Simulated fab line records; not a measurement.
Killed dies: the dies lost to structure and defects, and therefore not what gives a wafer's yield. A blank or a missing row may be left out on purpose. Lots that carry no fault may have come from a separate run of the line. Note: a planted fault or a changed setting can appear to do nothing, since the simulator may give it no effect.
Comparing a struck lot with a sound one -- flow gf180mcu -- 17 steps out of a route of 602
Sound: the wafers L797.2, L797.3, L797.5. Wafers L807.1, L807.2, L807.4 were the ones struck. Last of all comes the cause.
Per side, at each step with rows, come the tool, then ch with its chambers, and then its first start. Under that, the readings that differ: sound wafers -- struck wafers -- difference of the means -- sigmas: that difference in standard deviations of wafers without a fault.
alike: readings whose means differ by less than 2 such deviations, and words and numbers that are the same on both sides. not compared: withheld readings, readings that some wafer has no value for, bounds like >300 that may hide the same value, and numbers for which the record gives no deviation and whose values overlap.
Wherever a step has rows on one side only, a row that says differs or no value, or a row with sigmas, the two part there. Non-overlapping numbers with no deviation appear without sigmas and do not part them. A reading that every wafer of one side lacks parts them only if that side has two wafers or more.

first, 3 steps without rows for these wafers: GF_V3_EXPOSE_11 (exposes mask Via3, target cd 260 nm); GF_V3_PEB_12 (peb time 90 s); GF_V3_DEVELOP_13 (develop time 60 s).
GF_V3_CD_MEAS_14 targets a cd of 260 nm.
  sound on cd-sem-02, day 21 23:32; struck on cd-sem-01, day 26 17:08
  alike: cd-nm
GF_V3_OVL_MEAS_15:
  sound on overlay-01, day 21 23:39; struck on overlay-01, day 26 17:16
  alike: V3_OVL
GF_V3_ETCH_16: etches BARC in N2/H2.
  sound on rie-diel-04 ch 0,3, day 21 23:41; struck on rie-diel-03 ch 1,2,3, day 26 17:18
  alike: drypump-motor-current-A, n2-flow-sccm, oes-product-au, throttle-valve-pct
GF_V3_ETCH_17: etches SiO2 in C4F8/O2/Ar, stops on TiN, target depth 635 nm.
  sound on rie-diel-04 ch 0,3; struck on rie-diel-03 ch 1,2,3
  alike: oes-product-au
GF_V3_STRIP_18: strips in O2/N2.
  sound on plasma-asher-02 ch 0,1, day 21 23:49; struck on plasma-asher-02 ch 0,1, day 26 17:26
  alike: drypump-motor-current-A, heater-power-w, n2-flow-sccm, oes-product-au
  not compared: rf-hours-counter-h
then, 2 steps without rows for these wafers: GF_V3_STRIP_19 (strips in post etch residue remover, time 1200 s); GF_V3_CLEAN_20 (cleans in DIW).
GF_V3_SPUTTER_21: material Ti, target thk 15 nm, time 80.02 s.
  sound on pvd-sputter-01, day 22 00:20; struck on pvd-sputter-02, day 26 17:58
  alike: throttle-valve-pct
GF_V3_SPUTTER_22: material TiN, target thk 10 nm, time 40 s.
  sound on pvd-sputter-01, day 22 00:24; struck on pvd-sputter-02, day 26 18:01
  alike: throttle-valve-pct
GF_V3_CVD_23: deposits W, target thk 350 nm, time 104.9 s.
  sound on cvd-w-02 ch 0, day 22 00:26; struck on cvd-w-02 ch 0,1, day 26 18:04
reading,sound,struck,difference,sigmas
chamber-pressure-Torr (Torr),39.98 39.91 39.91,28.58 28.59 28.47,-11.39,-99 or more
model.W_of_V3_CVD_23.thk-nm (nm),345.9 345.9 350.4,292.2 301.9 302.4,-48.6,
  alike: heater-power-w
GF_V3_RS_MEAS_24: measures by four-point-probe.
  sound on film-metro-04, day 22 00:34; struck on film-metro-02, day 26 18:10
reading,sound,struck,difference,sigmas
V3_W_RS (ohm/sq),0.331 0.331 0.327,0.394 0.381 0.380,+0.055,+10
GF_V3_THK_MEAS_25: measures by xrf.
  sound on film-metro-04, day 22 00:41; struck on film-metro-02, day 26 18:17
reading,sound,struck,difference,sigmas
V3_W_THK (nm),348 349 354,296 305 306,-48,-7
then, 1 step without rows for these wafers: GF_V3_CMP_26 (polishes, stops on SiO2, t overpolish 15 s, target thk 0 nm).
GF_PASSIVATION_PROBE_99:
  the record has rows for the sound wafers here (prober-02, day 28 16:32) and none for the struck ones

== WHERE THEY PART ==
At GF_V3_CVD_23 first; at GF_PASSIVATION_PROBE_99 last (within this record only).

WHY: the cause the simulator had injected
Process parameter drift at GF_V3_CVD_23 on cvd-w-02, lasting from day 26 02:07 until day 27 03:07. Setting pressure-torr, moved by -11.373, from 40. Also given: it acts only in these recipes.
